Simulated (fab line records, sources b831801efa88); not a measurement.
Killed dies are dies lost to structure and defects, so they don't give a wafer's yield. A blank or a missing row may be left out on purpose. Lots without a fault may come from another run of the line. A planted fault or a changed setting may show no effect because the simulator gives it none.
Which tool did it? | flow gf180mcu | 12 lots, 36 wafers sampled, at 3 steps of a route of 602

WHAT THE GAUGES READ, wafer by wafer
GF_DUAL_GATE_THK_MEAS_03. Usual: DUAL_GATE_OXIDATION_00_THK 10.87 nm, standard deviation 0.22.
lot  | measured     | on            | DUAL_GATE_OXIDATION_00_THK (nm) | flag
L338 | day 7 15:08  | film_metro-01 | 11.22 11.07 11.32               |
L339 | day 8 01:23  | film_metro-02 | 10.85 10.77 10.93               |
L346 | day 9 11:23  | film_metro-02 | 10.83 10.83 10.83               |
L347 | day 9 17:14  | film_metro-03 | 10.69 10.51 10.69               |
L350 | day 10 10:29 | film_metro-02 | 10.63 10.72 10.68               |
L352 | day 11 00:34 | film_metro-02 | 12.13 12.06 11.83               | OFF
L353 | day 11 14:18 | film_metro-03 | 12.15 12.14 12.29               | OFF
L354 | day 11 14:19 | film_metro-01 | 12.57 12.45 12.49               | OFF
L358 | day 12 14:00 | film_metro-03 | 11.25 11.20 11.09               |
L359 | day 13 03:53 | film_metro-03 | 10.75 10.81 10.50               |
L360 | day 13 03:52 | film_metro-02 | 10.73 10.66 10.58               |
L361 | day 13 14:50 | film_metro-01 | 10.91 10.70 10.86               |

GF_HV_LDD_OVL_MEAS_08. Usual: HV_LDD_OVL -0.3 nm, standard deviation 1.3.
lot  | measured     | on         | HV_LDD_OVL (nm) | flag
L338 | day 9 19:07  | overlay-02 | 0.7 0.0 -1.9    |
L339 | day 10 02:07 | overlay-01 | 0.2 -1.2 1.8    |
L346 | day 12 03:01 | overlay-01 | 0.0 0.0 0.3     |
L347 | day 12 15:11 | overlay-01 | -0.3 -0.6 0.5   |
L350 | day 13 04:56 | overlay-02 | -0.3 -0.2 -1.4  |
L352 | day 13 21:23 | overlay-02 | 1.6 -0.5 0.5    |
L353 | day 14 13:46 | overlay-01 | 1.3 -1.6 1.2    |
L354 | day 14 14:43 | overlay-02 | -1.5 -0.4 -2.3  |
L358 | day 15 17:40 | overlay-02 | -1.0 -3.8 -2.4  |
L359 | day 16 06:40 | overlay-01 | -1.4 0.7 0.8    |
L360 | day 16 06:47 | overlay-02 | 0.1 0.2 -0.3    |
L361 | day 16 20:00 | overlay-01 | -2.1 -1.5 -0.4  |

WHICH TOOL RAN EACH LOT (tool, then ch and the chambers of the sampled wafers, then the start)
lot  | GF_DUAL_GATE_OXIDATION_02
L338 | furnace-02 ch 0, day 7 13:42
L339 | furnace-02 ch 0, day 7 23:56
L346 | furnace-02 ch 0, day 9 09:56
L347 | furnace-01 ch 0, day 9 15:46
L350 | furnace-02 ch 0, day 10 09:02
L352 | furnace-02 ch 0, day 10 23:07
L353 | furnace-02 ch 0, day 11 12:52
L354 | furnace-02 ch 0, day 11 12:52
L358 | furnace-01 ch 0, day 12 12:32
L359 | furnace-01 ch 0, day 13 02:26
L360 | furnace-01 ch 0, day 13 02:26
L361 | furnace-01 ch 0, day 13 13:22
- GF_DUAL_GATE_OXIDATION_02: stabilise 600 s, purge 300 s, target thk 10.887 nm.

WHAT THE TOOLS THEMSELVES READ (means of the sampled wafers that have a number; where no wafer has one, the mark that the record gives instead)
GF_DUAL_GATE_OXIDATION_02. Usual: spike_tc_bottom_C 918 C, standard deviation 4.1; spike_tc_centre_C 900.6 C, standard deviation 0.96; spike_tc_lower_C 900.8 C, standard deviation 1.5; spike_tc_top_C 911.6 C, standard deviation 1.2; spike_tc_upper_C 900.3 C, standard deviation 1.1; zone_power_lower_pct 18.2 %, standard deviation 0.41.
lot  | tool       | spike_tc_bottom_C (C) | spike_tc_centre_C (C) | spike_tc_lower_C (C) | spike_tc_top_C (C) | spike_tc_upper_C (C) | zone_power_lower_pct (%) | flag
L338 | furnace-02 | 924                   | 900.6                 | 898.2                | 912.5              | 901.2                | 18.6                     |
L339 | furnace-02 | 923                   | 901.0                 | 899.4                | 912.5              | 900.6                | 18.8                     |
L346 | furnace-02 | 924                   | 900.8                 | 899.2                | 913.0              | 901.2                | 18.8                     |
L347 | furnace-01 | 916                   | 901.1                 | 901.9                | 910.4              | 899.9                | 18.0                     |
L350 | furnace-02 | 924                   | 900.3                 | 899.4                | 912.2              | 900.4                | 18.6                     |
L352 | furnace-02 | 932                   | 909.2                 | 907.7                | 920.4              | 910.0                | 19.1                     | OFF
L353 | furnace-02 | 932                   | 908.4                 | 908.4                | 921.7              | 909.2                | 19.0                     | OFF
L354 | furnace-02 | 932                   | 908.7                 | 908.5                | 920.9              | 910.4                | 19.1                     | OFF
L358 | furnace-01 | 915                   | 901.1                 | 901.3                | 911.5              | 900.5                | 18.0                     |
L359 | furnace-01 | 915                   | 900.6                 | 900.6                | 911.0              | 898.7                | 17.8                     |
L360 | furnace-01 | 915                   | 900.3                 | 901.6                | 912.1              | 899.9                | 18.3                     |
L361 | furnace-01 | 916                   | 900.6                 | 901.7                | 910.5              | 900.4                | 17.9                     |

THE ANSWER, worked out from the rows above alone
Rule: a lot is off if the mean of its wafers that have a number lies more than 3 standard deviations from the usual mean. A lot without any number at a reading at which 4 lots or more have one is off too. The other lots that the step has rows for count as sound. The gauges are gone through in route order, then the tools' own readings, and for those a lot's mean is taken as printed above. The first step at which some lot is off is used, and at that step the reading that is off furthest; a lot without a number counts as furthest.
Off: L352, L353, L354, at GF_DUAL_GATE_THK_MEAS_03 (DUAL_GATE_OXIDATION_00_THK).
A tool fits if, at a process step before that reading, it ran every lot that is off, and no sound lot after the first of them. The gauges at GF_DUAL_GATE_THK_MEAS_03 aren't tried: what is off there is off at GF_DUAL_GATE_OXIDATION_02 too, on other tools, and a gauge's error can't cause that. One fits: furnace-02 at GF_DUAL_GATE_OXIDATION_02. Its last sound lot is L350 (day 10 09:02), its first lot that is off L352 (day 10 23:07): a fault that began between those two fits.
The tool's own readings at GF_DUAL_GATE_OXIDATION_02 bear it out: on the lots that are off they differ by more than 5 times the standard deviation of the sound lots' means. spike_tc_centre_C reads 908.8 C there against 900.7 C on the sound lots; spike_tc_lower_C reads 908.2 C there against 900.4 C on the sound lots; spike_tc_top_C reads 921.0 C there against 911.7 C on the sound lots; spike_tc_upper_C reads 909.9 C there against 900.3 C on the sound lots.

WHAT THE SIMULATOR HAD PUT IN
Process parameter drift: furnace-02, from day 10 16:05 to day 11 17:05, at GF_DUAL_GATE_OXIDATION_02. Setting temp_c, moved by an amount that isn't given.
Lots struck among those shown: L352, L353, L354. The rule above found the same.
